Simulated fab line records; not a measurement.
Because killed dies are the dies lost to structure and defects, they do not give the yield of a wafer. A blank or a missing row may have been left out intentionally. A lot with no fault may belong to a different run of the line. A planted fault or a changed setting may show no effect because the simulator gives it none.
fab line records || flow sky130 || part 2 of 2: steps 43 to 43 of 43
record: {"lots": 6, "wafers": 18, "lastDay": 49}
route steps=708 shown CONTACT@413 METAL1@434 PAD_OPEN@708
lots that met no fault: taken from a fault-free run of the same line
startH: hours from the record's opening day to when the first of the lot's shown wafers began || waitH: hours elapsed since this lot's preceding step || " the same as in the row above || L1.1+2: one row covering several wafers at once || - either no value or no given start || * or withheld: withheld || < > ~ a bound
route shown NAME@n: NAME is a module with steps in the file, n the number in the route of the first one || usual: mean and standard deviation over wafers with no fault || same: alike in all rows || chamber/n: place in a boat || sites: the reading at each site || _std_site: standard deviation of those values || _edge_site: outer sites' mean less inner sites' || radiusMm: how far each site lies from the wafer's centre || mask NAME#n: copy n || behind: the tool/chamber that last shaped the wafer || hold: reason for holding the lot/hours on hold/outcome of the hold || device: the n, p or np transistor that did not switch || end of line: tests run on the same wafers once the route is complete || where a step has no rows: the recipe by itself || killed: dies that structure and defects cost at the first sort, which is not the same as the wafer's yield || map: shows each die of a wafer: x if killed, . if not, _ if none is there
set.NAME: the run value of the setting; set.NAME@STEP: its run value at that earlier step || model.NAME: the simulator's own value behind a step, which no gauge read
a table for each step, a row for each wafer; lots at some steps of the route
services: the hour from which a tool's chamber was out of use, counted from the record's first day as startH (under 0 if before that day), plus the number of hours and why
== steps ==
step: SKY_PAD_OPEN_PROBE_99
usual: {"killed_at_M0_to_M3": "44/7.4", "killed_at_M4_up": "3.1/1.8", "killedAtContacts": "24/5.6", "killedAtFrontEnd": "15/4.9", "killedAtOther": "0.4/0.59", "killedDies": "87/9.8", "killedOnRim": "17/4", "killedOpen": "47/7.2", "killedShort": "39/6.8"}
same: {"grossDies": 492, "killedAtBackSide": 0}
{"lot.wafer": "L747.1", "tool": "prober-02", "chamber": "-", "startH": 1097.30, "waitH": 0.1, "hold": "-", "killed_at_M0_to_M3": 42, "killed_at_M4_up": 4, "killedAtContacts": 16, "killedAtFrontEnd": 16, "killedAtOther": 1, "killedDies": 79, "killedOnRim": 19, "killedOpen": 35, "killedShort": 44}
{"lot.wafer": "L747.2", "tool": "prober-02", "chamber": "-", "startH": 1097.35, "waitH": 0.1, "hold": "-", "killed_at_M0_to_M3": 47, "killed_at_M4_up": 0, "killedAtContacts": 15, "killedAtFrontEnd": 10, "killedAtOther": 0, "killedDies": 72, "killedOnRim": 14, "killedOpen": 37, "killedShort": 33}
{"lot.wafer": "L747.6", "tool": "prober-02", "chamber": "-", "startH": 1097.55, "waitH": 0.2, "hold": "-", "killed_at_M0_to_M3": 51, "killed_at_M4_up": 3, "killedAtContacts": 24, "killedAtFrontEnd": 11, "killedAtOther": 0, "killedDies": 89, "killedOnRim": 19, "killedOpen": 49, "killedShort": 39}
{"lot.wafer": "L750.1", "tool": "prober-02", "chamber": "-", "startH": 1103.13, "waitH": 0.1, "hold": "-", "killed_at_M0_to_M3": 35, "killed_at_M4_up": 7, "killedAtContacts": 30, "killedAtFrontEnd": 16, "killedAtOther": 0, "killedDies": 88, "killedOnRim": 21, "killedOpen": 52, "killedShort": 36}
{"lot.wafer": "L750.5", "tool": "prober-02", "chamber": "-", "startH": 1103.33, "waitH": 0.2, "hold": "-", "killed_at_M0_to_M3": 48, "killed_at_M4_up": 1, "killedAtContacts": 26, "killedAtFrontEnd": 17, "killedAtOther": 1, "killedDies": 93, "killedOnRim": 17, "killedOpen": 50, "killedShort": 43}
{"lot.wafer": "L750.6", "tool": "prober-02", "chamber": "-", "startH": 1103.38, "waitH": 0.2, "hold": "-", "killed_at_M0_to_M3": 45, "killed_at_M4_up": 8, "killedAtContacts": 21, "killedAtFrontEnd": 13, "killedAtOther": 0, "killedDies": 87, "killedOnRim": 19, "killedOpen": 44, "killedShort": 43}
{"lot.wafer": "L752.1", "tool": "prober-01", "chamber": "-", "startH": 1120.59, "waitH": 0.1, "hold": "-", "killed_at_M0_to_M3": 41, "killed_at_M4_up": 3, "killedAtContacts": 25, "killedAtFrontEnd": 16, "killedAtOther": 0, "killedDies": 85, "killedOnRim": 22, "killedOpen": 44, "killedShort": 41}
{"lot.wafer": "L752.2", "tool": "prober-01", "chamber": "-", "startH": 1120.64, "waitH": 0.1, "hold": "-", "killed_at_M0_to_M3": 39, "killed_at_M4_up": 6, "killedAtContacts": 18, "killedAtFrontEnd": 19, "killedAtOther": 0, "killedDies": 82, "killedOnRim": 20, "killedOpen": 36, "killedShort": 46}
{"lot.wafer": "L752.3", "tool": "prober-01", "chamber": "-", "startH": 1120.69, "waitH": 0.2, "hold": "-", "killed_at_M0_to_M3": 37, "killed_at_M4_up": 4, "killedAtContacts": 18, "killedAtFrontEnd": 16, "killedAtOther": 0, "killedDies": 75, "killedOnRim": 7, "killedOpen": 42, "killedShort": 33}
{"lot.wafer": "L760.1", "tool": "prober-01", "chamber": "-", "startH": 1155.42, "waitH": 0.1, "hold": "-", "killed_at_M0_to_M3": 52, "killed_at_M4_up": 3, "killedAtContacts": 27, "killedAtFrontEnd": 13, "killedAtOther": 1, "killedDies": 96, "killedOnRim": 21, "killedOpen": 49, "killedShort": 47}
{"lot.wafer": "L760.2", "tool": "prober-01", "chamber": "-", "startH": 1155.47, "waitH": 0.1, "hold": "-", "killed_at_M0_to_M3": 39, "killed_at_M4_up": 3, "killedAtContacts": 19, "killedAtFrontEnd": 14, "killedAtOther": 1, "killedDies": 76, "killedOnRim": 15, "killedOpen": 43, "killedShort": 33}
{"lot.wafer": "L760.5", "tool": "prober-01", "chamber": "-", "startH": 1155.62, "waitH": 0.2, "hold": "-", "killed_at_M0_to_M3": 43, "killed_at_M4_up": 3, "killedAtContacts": 27, "killedAtFrontEnd": 12, "killedAtOther": 0, "killedDies": 85, "killedOnRim": 23, "killedOpen": 45, "killedShort": 39}
{"lot.wafer": "L762.1", "tool": "prober-01", "chamber": "-", "startH": 1165.29, "waitH": 0.1, "hold": "awaitDispo/2.5h/release", "killed_at_M0_to_M3": 33, "killed_at_M4_up": 1, "killedAtContacts": 69, "killedAtFrontEnd": 7, "killedAtOther": 0, "killedDies": 110, "killedOnRim": 23, "killedOpen": 29, "killedShort": 27}
{"lot.wafer": "L762.2", "tool": "prober-01", "chamber": "-", "startH": 1165.34, "waitH": 0.1, "hold": "awaitDispo/2.5h/release", "killed_at_M0_to_M3": 39, "killed_at_M4_up": 0, "killedAtContacts": 74, "killedAtFrontEnd": 12, "killedAtOther": 0, "killedDies": 125, "killedOnRim": 9, "killedOpen": 49, "killedShort": 22}
{"lot.wafer": "L762.6", "tool": "prober-01", "chamber": "-", "startH": 1165.54, "waitH": 0.2, "hold": "awaitDispo/2.5h/release", "killed_at_M0_to_M3": 58, "killed_at_M4_up": 1, "killedAtContacts": 84, "killedAtFrontEnd": 13, "killedAtOther": 0, "killedDies": 156, "killedOnRim": 22, "killedOpen": 63, "killedShort": 32}
{"lot.wafer": "L764.1", "tool": "prober-01", "chamber": "-", "startH": 1177.98, "waitH": 0.1, "hold": "awaitDispo/2.4h/release", "killed_at_M0_to_M3": 32, "killed_at_M4_up": 3, "killedAtContacts": 92, "killedAtFrontEnd": 9, "killedAtOther": 0, "killedDies": 136, "killedOnRim": 15, "killedOpen": 45, "killedShort": 30}
{"lot.wafer": "L764.2", "tool": "prober-01", "chamber": "-", "startH": 1178.03, "waitH": 0.1, "hold": "awaitDispo/2.4h/release", "killed_at_M0_to_M3": 44, "killed_at_M4_up": 2, "killedAtContacts": 70, "killedAtFrontEnd": 14, "killedAtOther": 0, "killedDies": 130, "killedOnRim": 31, "killedOpen": 42, "killedShort": 40}
{"lot.wafer": "L764.3", "tool": "prober-01", "chamber": "-", "startH": 1178.08, "waitH": 0.2, "hold": "awaitDispo/2.4h/release", "killed_at_M0_to_M3": 31, "killed_at_M4_up": 3, "killedAtContacts": 80, "killedAtFrontEnd": 17, "killedAtOther": 1, "killedDies": 132, "killedOnRim": 13, "killedOpen": 52, "killedShort": 26}
killed by level:class
L747.1 METAL1:geometricParticle:short=11 METAL2:geometricParticle:short=7 CONTACT:geometricParticle:open=6 VIA1:geometricParticle:short=6 VIA2:geometricParticle:open=5 LI_CONTACT:geometricParticle:open=5 VIA3:geometricParticle:open=5 POLY_GATE:geometricParticle:short=4
L747.2 VIA3:geometricParticle:open=10 VIA1:geometricParticle:open=9 METAL1:geometricParticle:short=6 METAL2:geometricParticle:short=6 LI_CONTACT:geometricParticle:open=5 METAL3:geometricParticle:short=5 CONTACT:geometricParticle:short=3 CONTACT:geometricParticle:open=3
L747.6 VIA1:geometricParticle:open=17 METAL1:geometricParticle:short=10 LI_CONTACT:geometricParticle:open=9 METAL2:geometricParticle:short=6 FIELD_ISO:geometricParticle:open=5 VIA1:geometricParticle:short=4 LOCAL_INTERCONNECT:geometricParticle:short=4 CONTACT:geometricParticle:short=4
L750.1 LOCAL_INTERCONNECT:geometricParticle:short=9 VIA1:geometricParticle:open=9 LI_CONTACT:geometricParticle:open=8 CONTACT:geometricParticle:open=6 VIA3:geometricParticle:open=6 POLY_GATE:geometricParticle:open=5 VIA2:geometricParticle:open=5 FIELD_ISO:geometricParticle:open=4
L750.5 VIA2:geometricParticle:open=11 VIA3:geometricParticle:open=8 VIA1:geometricParticle:open=8 CONTACT:geometricParticle:short=7 POLY_GATE:geometricParticle:short=6 CONTACT:geometricParticle:open=6 LI_CONTACT:geometricParticle:open=5 VIA3:geometricParticle:short=5
L750.6 VIA2:geometricParticle:open=10 CONTACT:geometricParticle:open=8 VIA3:geometricParticle:short=8 CONTACT:geometricParticle:short=5 VIA3:geometricParticle:open=5 METAL4:geometricParticle:short=5 METAL2:geometricParticle:short=4 LI_CONTACT:geometricParticle:open=4
L752.1 VIA1:geometricParticle:open=12 CONTACT:geometricParticle:open=11 METAL1:geometricParticle:short=7 FIELD_ISO:geometricParticle:open=5 LI_CONTACT:geometricParticle:open=5 CONTACT:geometricParticle:short=5 VIA3:geometricParticle:open=5 FIELD_ISO:geometricParticle:short=4
L752.2 METAL1:geometricParticle:short=8 FIELD_ISO:geometricParticle:open=6 FIELD_ISO:geometricParticle:short=6 VIA3:geometricParticle:open=6 METAL4:geometricParticle:short=6 CONTACT:geometricParticle:short=5 CONTACT:geometricParticle:open=5 VIA1:geometricParticle:open=5
L752.3 CONTACT:geometricParticle:open=8 VIA1:geometricParticle:open=8 VIA3:geometricParticle:open=7 METAL2:geometricParticle:short=6 FIELD_ISO:geometricParticle:short=5 LOCAL_INTERCONNECT:geometricParticle:short=5 VIA2:geometricParticle:open=5 METAL1:geometricParticle:short=4
L760.1 VIA1:geometricParticle:open=18 CONTACT:geometricParticle:open=9 METAL2:geometricParticle:short=9 LOCAL_INTERCONNECT:geometricParticle:short=7 VIA2:geometricParticle:open=6 CONTACT:geometricParticle:short=6 POLY_GATE:geometricParticle:short=5 VIA1:geometricParticle:short=5
L760.2 VIA1:geometricParticle:open=8 CONTACT:geometricParticle:open=7 CONTACT:geometricParticle:short=6 METAL1:geometricParticle:short=6 VIA2:geometricParticle:open=6 VIA3:geometricParticle:open=6 POLY_GATE:geometricParticle:short=5 LI_CONTACT:geometricParticle:open=5
L760.5 VIA1:geometricParticle:open=8 LI_CONTACT:geometricParticle:open=7 VIA2:geometricParticle:open=7 LI_CONTACT:geometricParticle:short=6 CONTACT:geometricParticle:open=6 VIA1:geometricParticle:short=5 LOCAL_INTERCONNECT:geometricParticle:short=4 VIA3:geometricParticle:open=4
L762.1 CONTACT:unspecified=54 VIA1:geometricParticle:open=7 METAL1:geometricParticle:short=6 LOCAL_INTERCONNECT:geometricParticle:short=5 VIA2:geometricParticle:open=5 LI_CONTACT:geometricParticle:open=4 VIA1:geometricParticle:short=4 CONTACT:geometricParticle:open=3
L762.2 CONTACT:unspecified=54 VIA1:geometricParticle:open=12 VIA2:geometricParticle:open=8 CONTACT:geometricParticle:open=7 LI_CONTACT:geometricParticle:open=7 METAL2:geometricParticle:short=6 VIA3:geometricParticle:open=6 FIELD_ISO:geometricParticle:open=4
L762.6 CONTACT:unspecified=61 VIA1:geometricParticle:open=25 LI_CONTACT:geometricParticle:open=9 CONTACT:geometricParticle:open=8 VIA2:geometricParticle:open=8 METAL2:geometricParticle:short=7 FIELD_ISO:geometricParticle:short=6 METAL1:geometricParticle:short=6
L764.1 CONTACT:unspecified=60 LI_CONTACT:geometricParticle:open=11 CONTACT:geometricParticle:open=11 VIA1:geometricParticle:open=7 VIA1:geometricParticle:short=5 VIA3:geometricParticle:open=5 VIA3:geometricParticle:short=4 VIA2:geometricParticle:open=4
L764.2 CONTACT:unspecified=48 VIA1:geometricParticle:open=8 VIA2:geometricParticle:short=8 VIA3:geometricParticle:open=8 VIA2:geometricParticle:open=7 METAL1:geometricParticle:short=7 LI_CONTACT:geometricParticle:open=6 LI_CONTACT:geometricParticle:short=4
L764.3 CONTACT:unspecified=54 CONTACT:geometricParticle:open=11 FIELD_ISO:geometricParticle:open=8 LI_CONTACT:geometricParticle:open=8 VIA1:geometricParticle:open=7 VIA3:geometricParticle:open=7 VIA2:geometricParticle:open=4 CONTACT:geometricParticle:short=4
map L762.6 (x killed, . not)
__________.....x...._________
________....x.....x..._______
______..............x..._____
_____.x.....x.........xx.____
____.x....xx.x.x..........___
___x....x.....xxx....x.x..x__
__....x..x...xx......x.....x_
_...xx...x.xx..xx.xx.........
_.x..x..xxx.xxxxxxxx.........
_x....x.....xxxxxxxxxxxx...x.
_x.......x.xxxxxxxxxxx....x.x
_x...x.....xxxxxxxxxxx.x.....
_..x.x.......xxxxxxx......x..
_......x...x.xxxxxxx..x....x.
_..x.x.....x.....x.....xx....
__..........x...x..x...x...x_
___x..x....x...x.x..x......__
____x.....xxx......x..xxx.___
_____..xx...........x..x.____
______x.x.x.xx........x._____
________.....xxx..x..x_______
__________......x..x_________
map L764.1 (x killed, . not)
__________.........._________
________.........x...x_______
______.x....x.x.x.x....x_____
_____............x..x....____
____..........x..x........___
___....x...............xx..__
__.x..x...x...xx.x.x.......x_
_..x..x..x.x.xxxxxxxx........
_..........xxxxxxxxxx........
_...x........xxxxxxxx.x...x..
_.xx.........xxxxxxxxx...x..x
_.....x......xxxxxxxxx....xx.
_.x..........xxxxxxxx....x...
_..........xxx.xxxxxx.x....x.
_....x.x.......xx.......xxxxx
__........x.....x....x......_
___...x.x.x....x.........xx__
____..x..xx...............___
_____...x........x......x____
______..........x...x.x._____
________.....xx.xx...._______
__________..xx....x._________
== services ==
{"tool": "cmp-01", "chamber": "-", "startH": 738.52, "hours": 3.1, "kind": "repair"}
{"tool": "plasmaAsher-01", "chamber": 0, "startH": 742.75, "hours": "-", "kind": "clean"}
{"tool": "plasmaAsher-01", "chamber": 1, "startH": 742.75, "hours": "-", "kind": "clean"}
{"tool": "rieDiel-03", "chamber": 3, "startH": 744.27, "hours": 6.0, "kind": "repair"}
{"tool": "cmp-02", "chamber": "-", "startH": 744.29, "hours": 4.0, "kind": "pm"}
{"tool": "cmp-02", "chamber": "-", "startH": 745.61, "hours": 0.8, "kind": "repair"}
{"tool": "cmp-02", "chamber": "-", "startH": 748.29, "hours": "-", "kind": "consumableReplace:conditioner"}
{"tool": "cmp-02", "chamber": "-", "startH": 748.29, "hours": "-", "kind": "consumableReplace:pad"}
{"tool": "rieDiel-04", "chamber": 1, "startH": 752.00, "hours": "-", "kind": "clean"}
{"tool": "rieDiel-04", "chamber": 1, "startH": 752.00, "hours": 13.2, "kind": "scheduledDown"}
{"tool": "cvdW-01", "chamber": "-", "startH": 780.92, "hours": 1.2, "kind": "repair"}
{"tool": "cmp-02", "chamber": "-", "startH": 797.19, "hours": 1.8, "kind": "repair"}
{"tool": "cmp-01", "chamber": "-", "startH": 797.56, "hours": 1.1, "kind": "repair"}
{"tool": "rieMetal-03", "chamber": "-", "startH": 808.00, "hours": 0.1, "kind": "repair"}
{"tool": "rieDiel-04", "chamber": 1, "startH": 815.87, "hours": 11.8, "kind": "repair"}
{"tool": "rieDiel-01", "chamber": 3, "startH": 832.08, "hours": 8.4, "kind": "repair"}
{"tool": "rieDiel-04", "chamber": "-", "startH": 840.35, "hours": 2.5, "kind": "repair"}
{"tool": "rieMetal-01", "chamber": 0, "startH": 844.13, "hours": "-", "kind": "clean"}
{"tool": "rieMetal-01", "chamber": 0, "startH": 844.13, "hours": 19.7, "kind": "scheduledDown"}
{"tool": "rieMetal-01", "chamber": 0, "startH": 844.13, "hours": 19.7, "kind": "ventCycle"}
{"tool": "rieDiel-03", "chamber": 0, "startH": 846.31, "hours": 8.6, "kind": "repair"}
{"tool": "cvdW-02", "chamber": "-", "startH": 859.10, "hours": 2.8, "kind": "pm"}
{"tool": "cvdW-01", "chamber": 1, "startH": 880.45, "hours": 2.7, "kind": "repair"}
{"tool": "rieDiel-03", "chamber": 3, "startH": 894.44, "hours": 9.1, "kind": "repair"}
== key ==
firstSign: {"step": "SKY_PAD_OPEN_PROBE_99", "reading": "killedAtContacts", "direction": "up", "sigmas": 9.7, "usual": 24, "struck": 78}
effect: {"step": "SKY_PAD_OPEN_PROBE_99", "reading": "killedDies", "direction": "up", "sigmas": 4.6, "usual": 87, "struck": 132}
metAt SKY_CONTACT_STRIP_19
struckWafers L762.1,L762.2,L762.6,L764.1,L764.2,L764.3
testerLeftOut L762,L764
onsetBetween 842.45 854.79
alsoFits time
fault: {"kind": "chamberParticleSource", "tool": "plasmaAsher-02", "chamber": "-", "onsetH": 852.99, "steps": "SKY_CONTACT_STRIP_19", "ratePerVisitCm2": 1.0659, "endH": 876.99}
testerLeftOut: of these lots the tester's yield and bins aren't shown, on N5 and GAA mostly nor the transistor test; their killed dies are dies lost to structure and defects alone, not to doping, threshold or leakage, so they don't give the yield
